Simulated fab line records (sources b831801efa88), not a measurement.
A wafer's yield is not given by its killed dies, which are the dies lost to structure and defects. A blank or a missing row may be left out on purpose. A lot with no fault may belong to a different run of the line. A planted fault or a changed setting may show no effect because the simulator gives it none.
Which tool did it? ; flow gf180mcu ; 10 lots with 30 wafers sampled at 5 steps, on a route of 602 steps

WHAT THE GAUGES READ, wafer by wafer
GF_PSD_TW_MEAS_11.
lot;measured;on;PSD_TW
L208;day 14 19:49;film metro-01;3173 3165 3169
L209;day 15 04:53;film metro-04;3207 3191 3203
L212;day 16 15:46;film metro-01;3154 3158 3176
L213;day 16 23:32;film metro-03;3188 3187 3161
L214;day 17 17:04;film metro-03;3149 3175 3163
L217;day 18 08:13;film metro-01;3169 3190 3171
L219;day 18 16:31;film metro-03;3164 3163 3170
L227;day 21 09:58;film metro-03;2813 2800 2817
L229;day 22 08:07;film metro-04;2786 2792 2797
L230;day 22 15:02;film metro-04;3190 3182 3187

WHICH TOOL RAN EACH LOT (tool, then ch and the chambers of the sampled wafers, then the start)
lot;GF_HV_LDD_STRIP_37;GF_HV_LDD_ETCHBACK_58;GF_PSD_IMPLANT_09;GF_PSD_STRIP_10
L208;plasma asher-02 ch 0,1, day 12 02:14;rie diel-01 ch 1,3, day 13 01:58;implanter-01 ch 0, day 14 19:34;plasma asher-01 ch 0,1, day 14 19:43
L209;plasma asher-01 ch 0, day 12 11:26;rie diel-04 ch 1,3, day 13 10:20;implanter-01 ch 0, day 15 04:38;plasma asher-01 ch 0,1, day 15 04:47
L212;plasma asher-02 ch 0,1, day 13 19:38;rie diel-01 ch 1,2,3, day 14 19:17;implanter-03 ch 0, day 16 15:31;plasma asher-04 ch 0,1, day 16 15:40
L213;plasma asher-02 ch 0,1, day 14 01:35;rie diel-04 ch 0,1,3, day 15 02:06;implanter-01 ch 0, day 16 23:17;plasma asher-04 ch 0,1, day 16 23:26
L214;plasma asher-02 ch 0,1, day 14 16:29;rie diel-04 ch 0,2,3, day 15 18:28;implanter-01 ch 0, day 17 16:49;plasma asher-02 ch 0,1, day 17 16:58
L217;plasma asher-03 ch 1, day 15 07:28;rie diel-01 ch 2,3, day 16 08:29;implanter-01 ch 0, day 18 07:59;plasma asher-02 ch 0,1, day 18 08:07
L219;plasma asher-02 ch 0,1, day 15 15:53;rie diel-04 ch 0,1,2, day 16 16:59;implanter-03 ch 0, day 18 16:16;plasma asher-04 ch 0, day 18 16:25
L227;plasma asher-02 ch 0,1, day 18 06:01;rie diel-01 ch 0,1, day 19 08:47;implanter-03 ch 0, day 21 09:43;plasma asher-01 ch 0,1, day 21 09:52
L229;plasma asher-01 ch 0,1, day 19 02:23;rie diel-04 ch 0,1,2, day 20 06:41;implanter-03 ch 0, day 22 07:52;plasma asher-02 ch 0,1, day 22 08:01
L230;plasma asher-03 ch 0,1, day 19 10:34;rie diel-04 ch 0,1, day 20 14:26;implanter-01 ch 0, day 22 14:48;plasma asher-02 ch 0,1, day 22 14:56
- GF_HV_LDD_STRIP_37: strips in O2/N2.
- GF_HV_LDD_ETCHBACK_58: etches Si3N4 in CH3F/O2, stops on SiO2, time 100 s, target depth 90 nm.
- GF_PSD_IMPLANT_09
- GF_PSD_STRIP_10: strips in O2/N2.

THE ANSWER, worked out from the rows above alone
Rule: the lots themselves supply what counts as usual. The widest of any qualifying gaps counts: lots, ordered by their means at a reading, are off when they make up no more than a third of the lots, leave a main group of 4 or more, and stand apart from it by 3 or more times the standard deviation of that group's means. Not used: any main group whose means are identical at the precision the tables above print for the reading. A lot without any number at a reading at which 4 lots or more have one is off too. Any other lot the step has rows for is counted as sound.
Off: L227, L229, at GF_PSD_TW_MEAS_11 (PSD_TW). The main group has a mean of 3175 with a standard deviation of 12.
If a tool, at a process step before that reading, ran all the lots that are off and no sound lot after the first of them, it fits. The gauges at GF_PSD_TW_MEAS_11 are tried like those tools. One fits: implanter-03 at GF_PSD_IMPLANT_09. Its last sound lot is L219 (day 18 16:16), its first lot that is off L227 (day 21 09:43): a fault that began between those two fits.

WHAT THE SIMULATOR PUT IN
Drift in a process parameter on implanter-03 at GF_PSD_IMPLANT_09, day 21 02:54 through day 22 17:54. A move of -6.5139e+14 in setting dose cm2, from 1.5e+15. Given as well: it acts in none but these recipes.
Struck lots among those shown: L227, L229. The rule given above showed the same thing.
